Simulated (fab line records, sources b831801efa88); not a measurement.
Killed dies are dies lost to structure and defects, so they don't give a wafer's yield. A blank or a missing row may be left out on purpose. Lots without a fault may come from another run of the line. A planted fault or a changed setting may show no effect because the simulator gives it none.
Which tool did it? | flow sky130 | 6 lots, 17 wafers sampled, at 3 steps of a route of 708

WHAT THE GAUGES READ, wafer by wafer
SKY_SD_P_TW_MEAS_11.
lot  | measured     | on            | SD_P_TW
L172 | day 25 13:52 | film_metro-02 | 2855 2856 2872
L175 | day 26 20:02 | film_metro-03 | 2793 2791 2803
L177 | day 27 21:19 | film_metro-02 | 2840 2850 2854
L184 | day 29 23:56 | film_metro-04 | 29 2776
L192 | day 33 00:34 | film_metro-02 | 2855 2860 2863
L194 | day 33 09:25 | film_metro-02 | 2853 2851 2843

WHICH TOOL RAN EACH LOT (tool, then ch and the chambers of the sampled wafers, then the start)
lot  | SKY_GATE_OXIDE_STRIP_13              | SKY_SD_P_DEVELOP_06
L172 | plasma_asher-01 ch 0, day 13 22:36   | litho_track-04 ch 0, day 25 13:19
L175 | plasma_asher-01 ch 0,1, day 15 00:10 | litho_track-04 ch 0, day 26 19:29
L177 | plasma_asher-01 ch 0,1, day 16 00:35 | litho_track-02 ch 0, day 27 20:47
L184 | plasma_asher-02 ch 0,1, day 18 07:55 | litho_track-04 ch 0, day 29 23:25
L192 | plasma_asher-01 ch 1, day 21 17:36   | litho_track-02 ch 0, day 33 00:01
L194 | plasma_asher-02 ch 0, day 22 06:46   | litho_track-03 ch 0, day 33 08:51
- SKY_GATE_OXIDE_STRIP_13: strips in O2/N2.
- SKY_SD_P_DEVELOP_06: develop time 60 s.

THE ANSWER, worked out from the rows above alone
Rule: what is usual is taken from the lots themselves. Put in order of their means at a reading, lots are off if they are a third of the lots or fewer, leave a main group of 4 or more, and stand apart from it by a gap of 3 or more times the standard deviation of the main group's means; of several such gaps the widest counts. A main group whose means are all the same, to the digits that the tables above print for the reading, isn't used. A lot without any number at a reading at which 4 lots or more have one is off too. The other lots that the step has rows for count as sound.
Off: L184, at SKY_SD_P_TW_MEAS_11 (SD_P_TW). The main group: mean 2843, standard deviation 24.
A tool fits if, at a process step before that reading, it ran every lot that is off, and no sound lot after the first of them. The gauges at SKY_SD_P_TW_MEAS_11 are tried like those tools. Can't be told from this: 2 tools fit, litho_track-04 at SKY_SD_P_DEVELOP_06, film_metro-04 at SKY_SD_P_TW_MEAS_11.

WHAT THE SIMULATOR HAD PUT IN
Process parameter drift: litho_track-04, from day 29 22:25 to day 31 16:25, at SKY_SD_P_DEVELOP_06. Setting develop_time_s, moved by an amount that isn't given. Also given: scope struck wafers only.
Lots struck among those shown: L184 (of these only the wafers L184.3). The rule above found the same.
